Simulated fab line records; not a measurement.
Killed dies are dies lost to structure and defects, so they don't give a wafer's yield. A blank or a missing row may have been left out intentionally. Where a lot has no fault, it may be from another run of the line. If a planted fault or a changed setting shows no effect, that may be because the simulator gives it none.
What tool caused it? / flow gf180mcu / Sampling: 14 lots, 42 wafers, 2 of 602 route steps

## WHAT THE GAUGES SHOWED, per wafer
GF_STI_THK_MEAS_04. Usual: STI_CVD_03_THK 207.8 nm, standard deviation 1.8.
lot=L828; measured=day 1 14:22; on=film metro-02; STI_CVD_03_THK (nm)=207.3 208.0 207.2; flag=
lot=L829; measured=day 1 18:34; on=film metro-01; STI_CVD_03_THK (nm)=207.1 208.8 208.6; flag=
lot=L830; measured=day 1 23:34; on=film metro-01; STI_CVD_03_THK (nm)=206.1 207.1 209.3; flag=
lot=L831; measured=day 2 04:34; on=film metro-03; STI_CVD_03_THK (nm)=206.1 206.3 206.8; flag=
lot=L832; measured=day 2 09:34; on=film metro-03; STI_CVD_03_THK (nm)=208.6 206.9 208.3; flag=
lot=L833; measured=day 2 14:34; on=film metro-02; STI_CVD_03_THK (nm)=205.9 205.4 204.4; flag=
lot=L834; measured=day 2 19:34; on=film metro-03; STI_CVD_03_THK (nm)=210.8 212.3 212.0; flag=
lot=L835; measured=day 3 00:34; on=film metro-03; STI_CVD_03_THK (nm)=206.2 205.6 205.3; flag=
lot=L838; measured=day 3 15:34; on=film metro-01; STI_CVD_03_THK (nm)=208.3 208.1 207.7; flag=
lot=L844; measured=day 4 21:48; on=film metro-02; STI_CVD_03_THK (nm)=209.0 206.4 207.3; flag=
lot=L847; measured=day 5 12:34; on=film metro-03; STI_CVD_03_THK (nm)=206.8 208.2 207.0; flag=
lot=L849; measured=day 6 00:22; on=film metro-02; STI_CVD_03_THK (nm)=209.4 209.6 209.8; flag=
lot=L850; measured=day 6 03:34; on=film metro-02; STI_CVD_03_THK (nm)=204.4 204.1 204.0; flag=
lot=L851; measured=day 6 09:03; on=film metro-02; STI_CVD_03_THK (nm)=210.3 210.2 211.1; flag=

GF_STI_CD_MEAS_12: the cd target is 220 nm. Usual: cd nm at 220.4 nm, with a standard deviation of 1.3.
lot=L828; measured=day 2 01:51; on=cd sem-02; cd nm (nm)=220.1 221.1 221.2; flag=
lot=L829; measured=day 2 06:20; on=cd sem-01; cd nm (nm)=218.8 219.0 219.6; flag=
lot=L830; measured=day 2 11:15; on=cd sem-02; cd nm (nm)=219.6 219.5 220.0; flag=
lot=L831; measured=day 2 16:35; on=cd sem-01; cd nm (nm)=219.7 220.3 220.9; flag=
lot=L832; measured=day 2 22:18; on=cd sem-02; cd nm (nm)=221.5 221.4 222.3; flag=
lot=L833; measured=day 3 03:38; on=cd sem-01; cd nm (nm)=219.9 219.2 219.2; flag=
lot=L834; measured=day 3 08:04; on=cd sem-02; cd nm (nm)=220.5 221.3 220.6; flag=
lot=L835; measured=day 3 13:09; on=cd sem-01; cd nm (nm)=220.8 220.7 219.9; flag=
lot=L838; measured=day 4 04:54; on=cd sem-01; cd nm (nm)=221.0 220.4 221.2; flag=
lot=L844; measured=day 5 11:21; on=cd sem-01; cd nm (nm)=220.0 219.1 220.0; flag=
lot=L847; measured=day 6 02:13; on=cd sem-02; cd nm (nm)=221.2 221.6 221.8; flag=
lot=L849; measured=day 6 14:45; on=cd sem-01; cd nm (nm)=219.4 219.8 219.5; flag=
lot=L850; measured=day 6 18:42; on=cd sem-02; cd nm (nm)=220.7 220.0 221.2; flag=
lot=L851; measured=day 6 23:39; on=cd sem-01; cd nm (nm)=221.3 220.4 221.1; flag=

## TOOL THAT RAN EACH LOT (tool first, then ch and the chambers of the sampled wafers, then the start)
Before these readings, the record contains no process step.

## WHAT THE TOOLS THEMSELVES READ (means of the sampled wafers that have a number; where no wafer has one, the mark that the record gives instead)
The record holds no such reading with a usual standard deviation.

## THE ANSWER, worked out from the rows above alone
Rule: lot off if the mean of its wafers having a number is beyond 3 standard deviations from the usual mean. A lot without any number at a reading at which 4 lots or more have one is off too. The other lots that the step has rows for count as sound. The gauges are gone through in route order, then the tools' own readings, and for those a lot's mean is taken as printed above. At the first step where some lot is off, the reading lying furthest off is the one used; lots without a number count as furthest.
No lot is off on any of the readings shown, so nothing can be concluded from this.

## WHAT THE SIMULATOR HAD PUT IN
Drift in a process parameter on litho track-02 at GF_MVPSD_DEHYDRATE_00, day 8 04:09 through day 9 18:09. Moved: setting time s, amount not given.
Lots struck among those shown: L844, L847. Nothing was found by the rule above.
